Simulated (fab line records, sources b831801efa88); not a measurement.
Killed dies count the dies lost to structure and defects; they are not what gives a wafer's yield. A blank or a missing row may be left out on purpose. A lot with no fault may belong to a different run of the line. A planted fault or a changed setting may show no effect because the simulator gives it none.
Which tool is to blame? + flow sky130 + 14 lots with 42 wafers sampled at 2 steps, on a route of 708 steps

WHAT THE GAUGES READ, wafer by wafer
SKY_VIA4_THK_MEAS_20: measures by xrf.
| lot  | measured     | on           | VIA4_W_THK (nm) |
|------|--------------|--------------|-----------------|
| L550 | day 43 16:14 | filmMetro-01 | 505 506 506     |
| L551 | day 43 18:37 | filmMetro-04 | 509 511 509     |
| L552 | day 43 21:31 | filmMetro-02 | 527 519 524     |
| L553 | day 44 08:41 | filmMetro-02 | 515 512 514     |
| L555 | day 44 18:10 | filmMetro-02 | 515 513 516     |
| L556 | day 45 04:58 | filmMetro-02 | 528 530 536     |
| L557 | day 45 10:34 | filmMetro-01 | 511 512 509     |
| L559 | day 46 02:07 | filmMetro-04 | 516 510 513     |
| L560 | day 46 06:05 | filmMetro-02 | 526 518 518     |
| L563 | day 46 19:56 | filmMetro-04 | 513 517 508     |
| L567 | day 47 17:40 | filmMetro-01 | 511 506 508     |
| L569 | day 48 08:04 | filmMetro-04 | 527 529 527     |
| L570 | day 48 11:17 | filmMetro-01 | 501 509 496     |
| L572 | day 49 03:47 | filmMetro-04 | 530 522 531     |

WHAT TOOL EACH LOT RAN ON (gives the tool, then ch and the chambers of the sampled wafers, and finally the start)
| lot  | SKY_SONOS_ONO_WET_ETCH_18      |
|------|--------------------------------|
| L550 | wetBench-01 ch 0, day 13 07:05 |
| L551 | wetBench-01 ch 3, day 13 09:20 |
| L552 | wetBench-04 ch 1, day 13 14:38 |
| L553 | wetBench-04 ch 3, day 14 07:56 |
| L555 | wetBench-03 ch 3, day 14 18:45 |
| L556 | wetBench-04 ch 1, day 15 01:42 |
| L557 | wetBench-01 ch 2, day 15 08:17 |
| L559 | wetBench-01 ch 0, day 16 09:16 |
| L560 | wetBench-03 ch 2, day 16 16:14 |
| L563 | wetBench-03 ch 3, day 17 15:59 |
| L567 | wetBench-03 ch 1, day 19 00:37 |
| L569 | wetBench-03 ch 3, day 19 11:26 |
| L570 | wetBench-01 ch 0, day 19 21:19 |
| L572 | wetBench-01 ch 2, day 21 00:17 |
- SKY_SONOS_ONO_WET_ETCH_18: etches Si3N4 in H3PO4, target depth 15 nm, time 172 s.

AS READ BY THE TOOLS THEMSELVES (means over the sampled wafers that have a number; for cases with no such wafer, the mark the record gives instead)
The record holds no such reading with a usual standard deviation.

THE ANSWER, worked out from the rows above alone
Rule: what is usual is taken from the lots themselves. The widest of any qualifying gaps counts: lots, ordered by their means at a reading, are off when they make up no more than a third of the lots, leave a main group of 4 or more, and stand apart from it by 3 or more times the standard deviation of that group's means. A main group whose means are all the same, to the digits that the tables above print for the reading, isn't used. A lot without any number at a reading at which 4 lots or more have one is off too. Where the step has rows for the other lots, those lots are counted as sound. After the gauges, taken in route order, come the tools' own readings; for these a lot's mean is taken, as printed above. The first step at which some lot is off is used, and at that step the reading that is off furthest; a lot without a number counts as furthest.
Across all readings shown, no lot is off: no conclusion can be drawn from this.

WHAT HAD BEEN PUT IN BY THE SIMULATOR
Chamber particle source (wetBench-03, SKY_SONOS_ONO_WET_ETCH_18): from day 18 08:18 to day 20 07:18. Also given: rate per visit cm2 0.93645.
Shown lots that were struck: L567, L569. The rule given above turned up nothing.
